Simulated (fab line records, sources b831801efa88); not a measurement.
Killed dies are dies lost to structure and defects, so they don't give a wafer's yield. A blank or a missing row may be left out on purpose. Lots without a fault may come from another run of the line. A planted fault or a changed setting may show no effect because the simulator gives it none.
fab line records | flow sky130
record lots=5 wafers=15 last_day=49
route steps=708 shown FIELD_ISO@26 NWELL@32 DNWELL@35 PWDE@45
lots that met no fault: from a run of the same line without faults
start_h: hours from the record's first day to the start of the lot's first wafer shown | wait_h: hours since the lot's step before | " the same as in the row above | L1.1+2: a row that stands for several wafers | - no value, or no start given | * or withheld: withheld | < > ~ a bound
route shown NAME@n: a module of which the file shows steps, and the number in the route of the first | usual: mean/standard deviation of fault-free wafers | same: alike in all rows | chamber/n: place in a boat | sites: the reading at each site | _std_site: their standard deviation | _edge_site: outer sites' mean less inner sites' | radius_mm: how far each site lies from the wafer's centre | mask NAME#n: copy n | behind: the tool/chamber that last shaped the wafer | hold: why the lot was held/for how many hours/how that ended | device: the transistor (n, p or np) that didn't switch | end of line: the same wafers' tests at the end of the route | a step without rows: its recipe alone | killed: dies lost to structure and defects at the first sort, not the wafer's yield | map: a wafer's dies, x killed, . not, _ none there
set.NAME: the setting as run; set.NAME@STEP: as run at that earlier step | model.NAME: the simulator's own value behind a step, which no gauge read
lots at some steps of the route; a table a step, a row a wafer
services: from which hour (start_h, from the record's first day; less than 0 if before it) a tool's chamber was out of use, for how many hours, and why
## steps
# step SKY_FIELD_ISO_THK_MEAS_25
# recipe reads=SiO2_of_FIELD_ISO_CVD_24
# usual FIELD_ISO_CVD_24_THK=594/6.1
# columns lot.wafer tool chamber start_h wait_h FIELD_ISO_CVD_24_THK[nm]
L078.2 film_metro-02 - 54.29 0.0 585
L078.4 " - " " 593
L078.5 " - " " 584
L079.2 film_metro-04 - 56.38 0.0 598
L079.4 " - " " 598
L079.6 " - " " 598
L081.3 film_metro-02 - 69.74 0.1 591
L081.5 " - " " 586
L081.6 " - " " 585
L087.1 film_metro-01 - 100.07 0.0 593
L087.3 " - " " 600
L087.4 " - " " 594
L095.2 film_metro-01 - 139.62 0.0 590
L095.5 " - " " 586
L095.6 " - " " 586
# step SKY_FIELD_ISO_ANNEAL_26
# recipe temp_c=1000 time_s=1800 ambient=N2
# columns lot.wafer tool chamber start_h wait_h
L078.2+4+5 furnace-02 0 54.34 0.0
L079.2+4+6 furnace-01 0 56.43 0.0
L081.3+5+6 furnace-02 0 70.38 0.6
L087.1+3+4 furnace-02 0 100.13 0.1
L095.2+5+6 furnace-02 0 139.67 0.0
# step SKY_FIELD_ISO_CMP_27
# recipe stop_on=Si3N4 t_overpolish_s=16 down_force_psi=4 platen_rpm=60 target_thk_nm=457.8 pad_velocity_m_s=0.94248
# usual head_pressure_psi=4.001/0.0097 motor_current_A=11.7/1 overpolish_run_s=16.000/0.0084 slurry_filter_dp_kPa=13.52/0.14 time_to_endpoint_s=108/3.3
# columns lot.wafer tool chamber start_h wait_h head_pressure_psi motor_current_A overpolish_run_s slurry_filter_dp_kPa time_to_endpoint_s
L078.4 cmp-01 1 55.84 0.0 4.001 11.1 16.008 13.62 105
L078.2 " 3 " " 4.006 11.4 15.998 13.22 104
L078.5 " 2 " " 3.999 10.5 16.008 13.54 102
L079.2 cmp-01 0 57.93 0.0 3.994 12.3 16.000 13.46 108
L079.4 " 1 " " 3.984 10.6 15.995 13.61 114
L079.6 " 0 " " 3.996 13.1 15.991 13.42 110
L081.3 cmp-01 1 71.88 0.0 3.997 11.4 15.993 13.77 102
L081.5 " 1 " " 4.010 11.7 16.017 13.60 101
L081.6 " 2 " " 4.000 10.0 16.004 13.57 102
L087.4 cmp-02 2 101.63 0.0 4.006 11.1 15.997 13.52 111
L087.1 " 0 " " 4.012 11.4 16.006 13.67 111
L087.3 " 1 " " 3.994 14.1 15.985 13.37 111
L095.2 cmp-01 2 141.27 0.1 4.011 10.4 16.003 13.54 103
L095.5 " 0 " " 3.996 12.4 15.999 13.57 102
L095.6 " 1 " " 3.997 10.9 15.986 13.41 102
# step SKY_FIELD_ISO_WET_ETCH_28
# recipe chemistry=dHF target_depth_nm=23.7 target=SiO2 dilution=10:1 temp_c=25 time_s=47
# columns lot.wafer tool chamber start_h wait_h
L078.2+4+5 wet_bench-01 1 56.14 0.1
L079.2+4+6 wet_bench-03 1 58.23 0.2
L081.3+5+6 wet_bench-02 3 72.18 0.2
L087.1+3+4 wet_bench-02 1 101.93 0.1
L095.2+5+6 wet_bench-01 0 141.47 0.1
# step SKY_FIELD_ISO_WET_ETCH_29
# recipe chemistry=H3PO4 target_depth_nm=160 target=Si3N4 temp_c=160 time_s=1825
# columns lot.wafer tool chamber start_h wait_h
L078.2+4+5 wet_bench-03 3 56.17 0.0
L079.2+4+6 wet_bench-02 1 58.26 0.0
L081.3+5+6 wet_bench-01 2 72.20 0.0
L087.1+3+4 wet_bench-03 2 101.95 0.0
L095.2+5+6 wet_bench-01 2 141.49 0.0
# step SKY_FIELD_ISO_WET_ETCH_30
# recipe chemistry=dHF target_depth_nm=25 target=SiO2 dilution=10:1 temp_c=25 time_s=50
# columns lot.wafer tool chamber start_h wait_h
L078.2+4+5 wet_bench-02 3 56.73 0.0
L079.2+4+6 wet_bench-03 1 58.77 0.0
L081.3+5+6 wet_bench-02 0 72.72 0.0
L087.1+3+4 wet_bench-02 3 102.47 0.0
L095.2+5+6 wet_bench-02 2 142.00 0.0
# step SKY_NWELL_CLEAN_00
# recipe chemistry=SC1/SC2 mix=1:4:20 temp_c=70 time_s=150 dry=n2_spin
# columns lot.wafer tool chamber start_h wait_h
L078.2+4+5 wet_bench-01 1 56.75 0.0
L079.2+4+6 wet_bench-01 3 58.80 0.0
L081.3+5+6 wet_bench-01 0 72.74 0.0
L087.1+3+4 wet_bench-01 1 102.49 0.0
L095.2+5+6 wet_bench-03 3 142.02 0.0
# step SKY_NWELL_OXIDATION_01
# recipe temp_c=900 ambient=O2 stabilise_s=600 purge_s=300 target_thk_a=100 ox_time_s=1418
# columns lot.wafer tool chamber start_h wait_h
L078.2+4+5 furnace-02 0 57.36 0.6
L079.2+4+6 furnace-01 0 59.86 1.0
L081.3+5+6 furnace-02 0 73.05 0.3
L087.1+3+4 furnace-01 0 102.54 0.0
L095.2+5+6 furnace-02 0 142.70 0.6
# step SKY_NWELL_THK_MEAS_02
# recipe reads=SiO2_of_NWELL_OXIDATION_01
# usual NWELL_OXIDATION_THK=9.92/0.2
# columns lot.wafer tool chamber start_h wait_h NWELL_OXIDATION_THK[nm]
L078.2 film_metro-04 - 58.76 0.0 10.01
L078.4 " - " " 10.12
L078.5 " - " " 10.17
L079.2 film_metro-03 - 61.26 0.0 10.16
L079.4 " - " " 9.94
L079.6 " - " " 10.30
L081.3 film_metro-04 - 74.47 0.0 9.92
L081.5 " - " " 10.15
L081.6 " - " " 10.09
L087.1 film_metro-03 - 103.93 0.0 9.90
L087.3 " - " " 9.84
L087.4 " - " " 9.89
L095.2 film_metro-01 - 144.10 0.0 9.62
L095.5 " - " " 9.61
L095.6 " - " " 9.75
# step SKY_DNWELL_DEHYDRATE_00
# recipe temp_c=200 time_s=60
# usual chill_plate_temp_C=23.00/0.098 exhaust_pa=45.1/0.89 plate_temp_C=200.01/0.16
# columns lot.wafer tool chamber start_h wait_h chill_plate_temp_C exhaust_pa plate_temp_C
L078.2 litho_track-02 0 66.31 7.5 22.97 44.8 199.90
L078.4 " 0 " " 22.90 44.2 199.95
L078.5 " 0 " " 22.98 44.7 199.92
L079.2 litho_track-03 0 68.33 7.1 23.00 44.7 200.08
L079.4 " 0 " " 23.11 47.4 199.87
L079.6 " 0 " " 23.06 45.1 200.14
L081.3 litho_track-04 0 82.53 8.1 23.15 44.6 200.08
L081.5 " 0 " " 22.99 44.0 199.75
L081.6 " 0 " " 22.82 43.4 199.94
L087.1 litho_track-04 0 112.43 8.5 23.02 46.5 199.99
L087.3 " 0 " " 23.08 45.4 199.97
L087.4 " 0 " " 22.99 45.3 200.02
L095.2 litho_track-02 0 153.66 9.6 22.91 44.6 200.03
L095.5 " 0 " " 22.96 45.0 200.20
L095.6 " 0 " " 22.92 45.6 200.03
# step SKY_DNWELL_HMDS_01
# recipe prime_time_s=60 prime_temp_c=120
# usual chill_plate_temp_C=22.98/0.1 exhaust_pa=45.0/0.9
# columns lot.wafer tool chamber start_h wait_h chill_plate_temp_C exhaust_pa
L078.2 litho_track-02 0 66.46 0.1 22.75 44.0
L078.4 " 0 " " 22.95 44.8
L078.5 " 0 " " 22.93 45.3
L079.2 litho_track-03 0 68.48 0.1 23.10 46.8
L079.4 " 0 " " 23.03 46.4
L079.6 " 0 " " 22.94 45.3
L081.3 litho_track-04 0 82.68 0.1 22.91 44.3
L081.5 " 0 " " 22.81 44.3
L081.6 " 0 " " 22.83 43.8
L087.1 litho_track-04 0 112.58 0.1 22.91 43.5
L087.3 " 0 " " 22.96 44.8
L087.4 " 0 " " 22.95 43.9
L095.2 litho_track-02 0 153.81 0.1 22.88 45.8
L095.5 " 0 " " 22.84 43.4
L095.6 " 0 " " 23.07 44.8
# step SKY_DNWELL_COAT_02
# recipe spin_rpm=2000 resist_thk_nm=3000
# usual chill_plate_temp_C=22.98/0.12 dispense_pressure_kPa=45.7/2.2 exhaust_pa=44.8/0.89
# columns lot.wafer tool chamber start_h wait_h chill_plate_temp_C dispense_pressure_kPa exhaust_pa
L078.2 litho_track-02 0 66.61 0.1 22.95 45.9 44.3
L078.4 " 0 " " 22.94 45.9 45.3
L078.5 " 0 " " 22.93 45.9 44.3
L079.2 litho_track-03 0 68.63 0.1 22.99 49.5 44.3
L079.4 " 0 " " 23.00 49.4 45.3
L079.6 " 0 " " 23.10 49.4 45.9
L081.3 litho_track-04 0 82.83 0.1 23.18 43.1 44.7
L081.5 " 0 " " 22.95 43.2 44.8
L081.6 " 0 " " 22.99 43.1 43.8
L087.1 litho_track-04 0 112.73 0.1 23.05 43.2 44.9
L087.3 " 0 " " 23.06 43.2 45.4
L087.4 " 0 " " 23.01 43.2 44.7
L095.2 litho_track-02 0 153.96 0.1 22.69 45.9 46.1
L095.5 " 0 " " 22.86 45.9 45.4
L095.6 " 0 " " 22.67 45.9 44.8
# step SKY_DNWELL_SOFTBAKE_03
# recipe temp_c=110 time_s=withheld
# usual chill_plate_temp_C=23.00/0.11 exhaust_pa=45.0/0.86 plate_temp_C=109.97/0.14
# columns lot.wafer tool chamber start_h wait_h chill_plate_temp_C exhaust_pa plate_temp_C
L078.2 litho_track-02 0 66.77 0.1 23.14 43.7 110.05
L078.4 " 0 " " 23.25 44.0 110.14
L078.5 " 0 " " 23.10 44.4 110.11
L079.2 litho_track-03 0 68.79 0.1 23.02 44.6 110.21
L079.4 " 0 " " 23.13 45.2 110.20
L079.6 " 0 " " 23.06 45.1 110.09
L081.3 litho_track-04 0 83.00 0.1 23.00 45.2 110.08
L081.5 " 0 " " 23.08 45.4 109.99
L081.6 " 0 " " 23.00 45.5 110.16
L087.1 litho_track-04 0 112.88 0.1 22.95 45.0 109.77
L087.3 " 0 " " 23.14 45.4 109.86
L087.4 " 0 " " 23.10 44.8 110.11
L095.2 litho_track-02 0 154.12 0.1 23.09 44.1 109.95
L095.5 " 0 " " 22.95 44.2 110.04
L095.6 " 0 " " 23.06 44.6 109.81
# step SKY_DNWELL_EXPOSE_04
# recipe mask_id=DNM na=0.57 target_cd_nm=3000 dose_mj=222
# columns lot.wafer tool chamber start_h wait_h mask
L078.2+4+5 iline_stepper-02 0 - - DNM#0
L079.2+4+6 iline_stepper-01 0 - - DNM#0
L081.3+5+6 iline_stepper-01 0 - - DNM#0
L087.1+3+4 iline_stepper-02 0 - - DNM#0
L095.2+5+6 iline_stepper-01 0 - - DNM#0
# step SKY_DNWELL_PEB_05
# recipe temp_c=115 time_s=withheld
# usual chill_plate_temp_C=23.01/0.095 exhaust_pa=45.0/0.97 plate_temp_C=115.01/0.12
# columns lot.wafer tool chamber start_h wait_h chill_plate_temp_C exhaust_pa plate_temp_C
L078.2 litho_track-04 0 - - 22.93 44.9 115.20
L078.4 " 0 " " 23.07 44.6 115.05
L078.5 " 0 " " 23.07 45.1 114.97
L079.2 litho_track-03 0 - - 23.07 44.2 115.02
L079.4 " 0 " " 22.90 45.1 114.94
L079.6 " 0 " " 22.84 43.6 114.97
L081.3 litho_track-03 0 - - 23.19 45.4 114.95
L081.5 " 0 " " 22.99 45.9 114.94
L081.6 " 0 " " 22.97 44.7 114.82
L087.1 litho_track-04 0 - - 23.05 46.7 115.09
L087.3 " 0 " " 23.03 46.0 115.02
L087.4 " 0 " " 22.83 45.5 114.88
L095.2 litho_track-04 0 - - 23.03 45.9 114.89
L095.5 " 0 " " 22.94 45.0 114.99
L095.6 " 0 " " 22.96 43.8 115.20
# step SKY_DNWELL_DEVELOP_06
# recipe wall_angle_deg=90 developer=TMAH develop_time_s=60 dev_temp_c=23
# usual chill_plate_temp_C=22.98/0.095 exhaust_pa=45.0/0.79
# columns lot.wafer tool chamber start_h wait_h chill_plate_temp_C exhaust_pa
L078.2 litho_track-04 0 - - 23.09 46.0
L078.4 " 0 " " 23.08 44.8
L078.5 " 0 " " 23.16 45.3
L079.2 litho_track-03 0 - - 23.00 44.1
L079.4 " 0 " " 22.93 43.9
L079.6 " 0 " " 22.95 44.8
L081.3 litho_track-03 0 - - 23.13 43.7
L081.5 " 0 " " 23.11 45.0
L081.6 " 0 " " 22.98 45.0
L087.1 litho_track-04 0 - - 23.02 44.3
L087.3 " 0 " " 23.09 44.3
L087.4 " 0 " " 23.22 44.7
L095.2 litho_track-04 0 - - 23.01 44.6
L095.5 " 0 " " 23.00 45.6
L095.6 " 0 " " 22.99 44.3
# step SKY_DNWELL_IMPLANT_07
# recipe species=P energy_kev=withheld dose_cm2=withheld tilt_deg=withheld
# same implant_ion_amu=*
# columns lot.wafer tool chamber start_h wait_h
L078.2+4+5 implanter-04 0 74.61 -
L079.2+4+6 implanter-02 0 76.78 -
L081.3+5+6 implanter-04 0 91.61 -
L087.1+3+4 implanter-02 0 121.38 -
L095.2+5+6 implanter-02 0 163.90 -
# step SKY_DNWELL_STRIP_08
# recipe chemistry=O2/N2 power_w=1400 pressure_mtorr=1500 platen_temp_c=withheld o2_flow_sccm=3000 n2_flow_sccm=300 overash_fraction=0.5
# usual drypump_motor_current_A=5.3/0.4 n2_flow_sccm=300.0/0.98 oes_product_au=0.722/0.0044 strip_time_to_endpoint_s=36.96/0.1
# columns lot.wafer tool chamber start_h wait_h drypump_motor_current_A n2_flow_sccm oes_product_au rf_hours_counter_h strip_time_to_endpoint_s
L078.2 plasma_asher-04 0 74.73 0.1 5.4 299.6 0.721 40 36.90
L078.4 " 1 " " 5.3 300.4 0.722 - 36.85
L078.5 " 0 " " 5.4 300.3 0.728 - 36.94
L079.2 plasma_asher-02 1 76.91 0.1 4.8 301.9 0.718 27 37.02
L079.4 " 0 " " 4.8 299.2 0.724 - 36.93
L079.6 " 0 " " 4.8 300.5 0.720 - 36.90
L081.3 plasma_asher-01 1 91.74 0.1 5.7 301.1 0.722 - 37.04
L081.5 " 0 " " 5.9 298.4 0.723 - 37.03
L081.6 " 1 " " 5.7 301.7 0.723 - 37.07
L087.1 plasma_asher-01 1 121.53 0.1 5.7 298.9 0.725 47 36.95
L087.3 " 0 " " 5.8 299.2 0.721 - 36.97
L087.4 " 1 " " 5.7 299.6 0.725 - 37.04
L095.2 plasma_asher-01 1 164.03 0.1 5.7 300.0 0.718 51 36.92
L095.5 " 0 " " 5.9 300.7 0.718 - 37.05
L095.6 " 1 " " 5.7 299.1 0.722 - 36.97
# step SKY_DNWELL_TW_MEAS_09
# usual DNWELL_TW=1116/14
# columns lot.wafer tool chamber start_h wait_h DNWELL_TW
L078.2 film_metro-04 - 74.84 0.1 1112
L078.4 " - " " 1105
L078.5 " - " " 1111
L079.2 film_metro-04 - 77.02 0.1 1109
L079.4 " - " " 1108
L079.6 " - " " 1121
L081.3 film_metro-01 - 91.83 0.1 1099
L081.5 " - " " 1107
L081.6 " - " " 1112
L087.1 film_metro-01 - 121.63 0.1 1115
L087.3 " - " " 1104
L087.4 " - " " 1113
L095.2 film_metro-03 - 164.14 0.1 1134
L095.5 " - " " 1134
L095.6 " - " " 1130
# step SKY_PWDE_DEHYDRATE_00
# recipe temp_c=200 time_s=60
# usual chill_plate_temp_C=23.01/0.11 exhaust_pa=45.1/0.92 plate_temp_C=200.02/0.16
# columns lot.wafer tool chamber start_h wait_h chill_plate_temp_C exhaust_pa plate_temp_C
L078.2 litho_track-01 0 82.91 8.1 23.04 44.9 199.98
L078.4 " 0 " " 23.02 46.4 199.78
L078.5 " 0 " " 23.02 47.0 199.96
L079.2 litho_track-04 0 85.06 8.0 23.10 45.6 200.10
L079.4 " 0 " " 23.08 44.2 199.98
L079.6 " 0 " " 23.16 43.9 200.06
L081.3 litho_track-02 0 99.94 8.1 23.00 44.9 200.17
L081.5 " 0 " " 22.96 46.1 199.90
L081.6 " 0 " " 22.93 44.5 200.13
L087.1 litho_track-04 0 130.18 8.5 23.03 45.7 199.83
L087.3 " 0 " " 23.08 47.4 200.11
L087.4 " 0 " " 23.25 44.8 199.98
L095.2 litho_track-04 0 173.30 9.2 23.04 44.3 200.31
L095.5 " 0 " " 22.95 45.4 199.86
L095.6 " 0 " " 23.11 44.5 199.92
# step SKY_PWDE_HMDS_01
# recipe prime_time_s=60 prime_temp_c=120
# usual chill_plate_temp_C=23.03/0.11 exhaust_pa=44.9/0.89
# columns lot.wafer tool chamber start_h wait_h chill_plate_temp_C exhaust_pa
L078.2 litho_track-01 0 83.06 0.1 23.30 44.6
L078.4 " 0 " " 23.30 45.7
L078.5 " 0 " " 23.19 45.7
L079.2 litho_track-04 0 85.21 0.1 22.96 46.0
L079.4 " 0 " " 22.92 44.7
L079.6 " 0 " " 23.07 43.6
L081.3 litho_track-02 0 100.09 0.1 23.00 45.9
L081.5 " 0 " " 22.93 44.6
L081.6 " 0 " " 22.98 44.1
L087.1 litho_track-04 0 130.33 0.1 23.31 45.8
L087.3 " 0 " " 23.16 45.0
L087.4 " 0 " " 23.22 45.1
L095.2 litho_track-04 0 173.45 0.1 23.06 45.8
L095.5 " 0 " " 22.91 44.7
L095.6 " 0 " " 23.03 45.8
# step SKY_PWDE_COAT_02
# recipe spin_rpm=2000 resist_thk_nm=3000
# usual chill_plate_temp_C=22.99/0.099 dispense_pressure_kPa=45.1/1.7 exhaust_pa=45.0/0.83
# columns lot.wafer tool chamber start_h wait_h chill_plate_temp_C dispense_pressure_kPa exhaust_pa
L078.2 litho_track-01 0 83.21 0.1 23.10 47.2 45.1
L078.4 " 0 " " 23.04 47.2 45.0
L078.5 " 0 " " 23.23 47.3 44.5
L079.2 litho_track-04 0 85.36 0.1 22.96 43.2 45.0
L079.4 " 0 " " 22.89 43.2 46.1
L079.6 " 0 " " 23.10 43.2 45.1
L081.3 litho_track-02 0 100.24 0.1 22.84 45.9 45.3
L081.5 " 0 " " 22.91 45.9 44.9
L081.6 " 0 " " 22.87 45.8 46.1
L087.1 litho_track-04 0 130.48 0.1 23.08 43.2 44.1
L087.3 " 0 " " 22.88 43.2 44.1
L087.4 " 0 " " 22.88 43.2 45.6
L095.2 litho_track-04 0 173.60 0.1 22.90 43.2 46.3
L095.5 " 0 " " 22.84 43.2 45.0
L095.6 " 0 " " 22.93 43.1 45.1
# step SKY_PWDE_SOFTBAKE_03
# recipe temp_c=110 time_s=withheld
# usual chill_plate_temp_C=23.01/0.095 exhaust_pa=45.0/1 plate_temp_C=109.98/0.14
# columns lot.wafer tool chamber start_h wait_h chill_plate_temp_C exhaust_pa plate_temp_C
L078.2 litho_track-01 0 83.37 0.1 23.00 45.3 110.12
L078.4 " 0 " " 23.06 44.2 110.11
L078.5 " 0 " " 22.98 44.8 109.99
L079.2 litho_track-04 0 85.51 0.1 23.10 45.6 109.89
L079.4 " 0 " " 23.07 45.7 109.97
L079.6 " 0 " " 23.13 44.4 109.80
L081.3 litho_track-02 0 100.41 0.1 23.06 44.6 109.60
L081.5 " 0 " " 22.88 44.9 109.97
L081.6 " 0 " " 22.98 45.3 109.77
L087.1 litho_track-04 0 130.63 0.1 23.02 44.7 109.98
L087.3 " 0 " " 22.86 45.3 110.11
L087.4 " 0 " " 23.02 46.3 110.16
L095.2 litho_track-04 0 173.76 0.1 23.14 43.1 109.82
L095.5 " 0 " " 22.91 43.0 110.01
L095.6 " 0 " " 23.16 44.4 109.81
# step SKY_PWDE_EXPOSE_04
# recipe mask_id=PWDEM na=0.6 source_shape=conventional sigma_outer=0.6 polarization=unpolarized target_cd_nm=840 dose_mj=214
# columns lot.wafer tool chamber start_h wait_h mask
L078.2+4+5 iline_stepper-02 0 - - PWDEM#0
L079.2+4+6 iline_stepper-01 0 - - PWDEM#0
L081.3+5+6 iline_stepper-02 0 - - PWDEM#0
L087.1+3+4 iline_stepper-02 0 - - PWDEM#0
L095.2+5+6 iline_stepper-01 0 - - PWDEM#0
# step SKY_PWDE_PEB_05
# recipe temp_c=115 time_s=withheld
# usual chill_plate_temp_C=23.01/0.1 exhaust_pa=44.8/0.85 plate_temp_C=115.04/0.13
# columns lot.wafer tool chamber start_h wait_h chill_plate_temp_C exhaust_pa plate_temp_C
L078.2 litho_track-04 0 - - 23.11 45.4 115.16
L078.4 " 0 " " 23.05 44.7 115.20
L078.5 " 0 " " 23.19 43.6 115.24
L079.2 litho_track-01 0 - - 23.07 45.5 114.91
L079.4 " 0 " " 23.18 44.2 114.91
L079.6 " 0 " " 23.15 46.3 114.97
L081.3 litho_track-04 0 - - 23.14 46.4 115.15
L081.5 " 0 " " 23.07 45.3 115.05
L081.6 " 0 " " 23.11 44.5 115.23
L087.1 litho_track-01 0 - - 22.93 43.7 114.78
L087.3 " 0 " " 22.78 44.9 114.97
L087.4 " 0 " " 22.81 45.3 114.96
L095.2 litho_track-04 0 - - 23.03 46.3 115.06
L095.5 " 0 " " 23.02 44.0 115.16
L095.6 " 0 " " 22.97 45.9 115.08
# step SKY_PWDE_DEVELOP_06
# recipe wall_angle_deg=90 developer=TMAH develop_time_s=60 dev_temp_c=23
# usual chill_plate_temp_C=22.97/0.093 exhaust_pa=45.1/0.93
# columns lot.wafer tool chamber start_h wait_h chill_plate_temp_C exhaust_pa
L078.2 litho_track-04 0 - - 23.04 44.9
L078.4 " 0 " " 22.99 46.4
L078.5 " 0 " " 23.04 46.0
L079.2 litho_track-01 0 - - 22.99 46.4
L079.4 " 0 " " 23.10 45.2
L079.6 " 0 " " 23.01 46.0
L081.3 litho_track-04 0 - - 22.91 44.2
L081.5 " 0 " " 22.79 44.9
L081.6 " 0 " " 22.95 45.3
L087.1 litho_track-01 0 - - 23.10 44.6
L087.3 " 0 " " 22.98 43.4
L087.4 " 0 " " 23.08 44.6
L095.2 litho_track-04 0 - - 23.02 43.6
L095.5 " 0 " " 22.98 44.9
L095.6 " 0 " " 23.09 44.1
# step SKY_PWDE_OVL_MEAS_07
# usual PWDE_OVL=-0.5/1.5
# columns lot.wafer tool chamber start_h wait_h PWDE_OVL[nm]
L078.2 overlay-02 - 91.74 - 1.0
L078.4 " - " " -2.2
L078.5 " - " " 1.1
L079.2 overlay-01 - 94.05 - 1.5
L079.4 " - " " -0.9
L079.6 " - " " 0.7
L081.3 overlay-02 - 109.54 - -0.8
L081.5 " - " " -5.4
L081.6 " - " " -2.2
L087.1 overlay-01 - 140.04 - 1.2
L087.3 " - " " 2.0
L087.4 " - " " 0.8
L095.2 overlay-02 - 183.74 - -1.9
L095.5 " - " " -2.8
L095.6 " - " " -3.3
# step SKY_PWDE_IMPLANT_08
# recipe species=B energy_kev=150 dose_cm2=3.6e+12 tilt_deg=withheld
# same implant_ion_amu=11
# columns lot.wafer tool chamber start_h wait_h
L078.2+4+5 implanter-02 0 91.79 0.0
L079.2+4+6 implanter-04 0 94.10 0.0
L081.3+5+6 implanter-04 0 109.62 0.1
L087.1+3+4 implanter-01 0 140.08 0.0
L095.2+5+6 implanter-04 0 183.79 0.0
# step SKY_PWDE_STRIP_09
# recipe chemistry=O2/N2 power_w=1400 pressure_mtorr=1500 platen_temp_c=withheld o2_flow_sccm=3000 n2_flow_sccm=300 overash_fraction=0.5
# usual drypump_motor_current_A=5.4/0.52 n2_flow_sccm=300.0/0.9 oes_product_au=0.722/0.0045 strip_time_to_endpoint_s=37.01/0.097
# columns lot.wafer tool chamber start_h wait_h drypump_motor_current_A n2_flow_sccm oes_product_au rf_hours_counter_h strip_time_to_endpoint_s
L078.2 plasma_asher-02 0 91.92 0.1 4.8 300.9 0.723 29 37.10
L078.4 " 1 " " 4.9 300.4 0.719 - 37.02
L078.5 " 1 " " 4.9 300.1 0.723 - 37.07
L079.2 plasma_asher-03 0 94.23 0.1 6.2 300.5 0.719 36 36.88
L079.4 " 0 " " 6.1 300.7 0.719 - 36.91
L079.6 " 1 " " 5.0 301.2 0.726 - 36.80
L081.3 plasma_asher-02 1 109.75 0.1 4.8 300.1 0.721 - 37.03
L081.5 " 0 " " 4.9 300.2 0.722 - 37.01
L081.6 " 1 " " 4.8 300.6 0.724 - 36.89
L087.1 plasma_asher-03 1 140.23 0.1 5.0 300.4 0.725 2 37.00
L087.3 " 0 " " 6.1 298.4 0.722 - 37.01
L087.4 " 1 " " 5.0 298.7 0.718 - 37.02
L095.2 plasma_asher-02 1 183.92 0.1 4.8 299.8 0.720 37 36.97
L095.5 " 0 " " 4.8 300.9 0.731 - 36.90
L095.6 " 1 " " 4.8 299.4 0.716 - 36.89
# step SKY_PWDE_TW_MEAS_10
# usual PWDE_TW=373/3.4
# columns lot.wafer tool chamber start_h wait_h PWDE_TW
L078.2 film_metro-03 - 92.03 0.1 382
L078.4 " - " " 379
L078.5 " - " " 379
L079.2 film_metro-01 - 94.35 0.1 372
L079.4 " - " " 372
L079.6 " - " " 374
L081.3 film_metro-01 - 109.84 0.1 372
L081.5 " - " " 371
L081.6 " - " " 372
L087.1 film_metro-04 - 140.33 0.1 371
L087.3 " - " " 372
L087.4 " - " " 371
L095.2 film_metro-01 - 184.03 0.1 370
L095.5 " - " " 370
L095.6 " - " " 373
# step SKY_NWELL_DEHYDRATE_03
# recipe temp_c=200 time_s=60
# usual chill_plate_temp_C=23.01/0.1 exhaust_pa=45.0/0.85 plate_temp_C=199.99/0.18
# columns lot.wafer tool chamber start_h wait_h chill_plate_temp_C exhaust_pa plate_temp_C
L078.2 litho_track-04 0 100.00 8.0 23.12 46.3 199.94
L078.4 " 0 " " 23.16 46.5 199.90
L078.5 " 0 " " 23.10 45.7 200.13
L079.2 litho_track-03 0 102.43 8.1 22.88 43.8 200.01
L079.4 " 0 " " 23.15 44.5 199.99
L079.6 " 0 " " 23.09 43.6 200.03
L081.3 litho_track-04 0 118.53 8.7 22.99 45.4 200.01
L081.5 " 0 " " 22.91 45.0 199.99
L081.6 " 0 " " 23.07 43.7 200.04
L087.1 litho_track-03 0 149.26 8.9 23.00 45.5 200.05
L087.3 " 0 " " 22.98 45.8 199.96
L087.4 " 0 " " 22.95 46.3 199.89
L095.2 litho_track-04 0 194.10 10.1 22.97 45.5 199.42
L095.5 " 0 " " 23.01 44.8 199.92
L095.6 " 0 " " 23.02 46.0 199.74
# step SKY_NWELL_HMDS_04
# recipe prime_time_s=60 prime_temp_c=120
# usual chill_plate_temp_C=23.03/0.1 exhaust_pa=44.9/0.9
# columns lot.wafer tool chamber start_h wait_h chill_plate_temp_C exhaust_pa
L078.2 litho_track-04 0 100.15 0.1 22.98 44.3
L078.4 " 0 " " 22.85 44.0
L078.5 " 0 " " 23.00 44.6
L079.2 litho_track-03 0 102.58 0.1 23.08 44.9
L079.4 " 0 " " 22.98 45.2
L079.6 " 0 " " 22.99 45.1
L081.3 litho_track-04 0 118.68 0.1 23.04 44.8
L081.5 " 0 " " 22.94 45.1
L081.6 " 0 " " 22.83 43.0
L087.1 litho_track-03 0 149.41 0.1 23.07 46.2
L087.3 " 0 " " 23.01 44.3
L087.4 " 0 " " 23.15 44.7
L095.2 litho_track-04 0 194.25 0.1 23.00 46.3
L095.5 " 0 " " 22.98 46.2
L095.6 " 0 " " 23.08 46.7
# step SKY_NWELL_COAT_05
# recipe spin_rpm=2000 resist_thk_nm=3000
# usual chill_plate_temp_C=23.02/0.12 dispense_pressure_kPa=45.9/2.7 exhaust_pa=44.9/0.78
# columns lot.wafer tool chamber start_h wait_h chill_plate_temp_C dispense_pressure_kPa exhaust_pa
L078.2 litho_track-04 0 100.30 0.1 23.19 43.2 44.6
L078.4 " 0 " " 23.19 43.2 44.7
L078.5 " 0 " " 23.05 43.2 44.7
L079.2 litho_track-03 0 102.73 0.1 23.07 49.5 47.0
L079.4 " 0 " " 23.02 49.4 44.6
L079.6 " 0 " " 22.94 49.5 44.9
L081.3 litho_track-04 0 118.83 0.1 23.04 43.2 44.2
L081.5 " 0 " " 22.91 43.2 44.2
L081.6 " 0 " " 23.06 43.2 44.7
L087.1 litho_track-03 0 149.56 0.1 22.94 49.4 45.9
L087.3 " 0 " " 22.94 49.4 47.2
L087.4 " 0 " " 22.96 49.4 45.8
L095.2 litho_track-04 0 194.40 0.1 22.90 43.1 45.7
L095.5 " 0 " " 23.11 43.1 45.4
L095.6 " 0 " " 23.02 43.1 45.1
## services
# columns tool chamber start_h hours kind
cmp-01 - 41.54 5.6 pm
wet_bench-02 - 45.97 0.5 repair
implanter-04 - 51.24 5.5 pm
cmp-01 - 52.77 0.2 repair
cmp-02 - 64.00 4.0 pm
implanter-01 - 64.60 0.7 repair
implanter-04 - 65.21 3.6 repair
furnace-02 - 65.40 3.7 pm
cmp-02 - 82.24 11.0 pm
implanter-04 - 85.85 2.6 repair
iline_stepper-01 - 85.92 2.1 pm
plasma_asher-03 - 108.75 9.0 pm
plasma_asher-02 - 109.82 14.6 pm
furnace-01 - 114.72 3.3 pm
cmp-01 - 118.02 4.3 repair
cmp-01 - 129.35 7.9 pm
implanter-02 - 148.31 1.5 repair
furnace-02 - 154.92 3.9 pm
wet_bench-01 - 160.03 2.6 repair
wet_bench-02 - 160.24 1.9 repair
iline_stepper-01 - 168.76 1.7 pm
plasma_asher-01 - 172.65 14.6 pm
cmp-01 - 180.94 0.9 repair
furnace-02 - 187.78 2.7 pm
## key
fault none
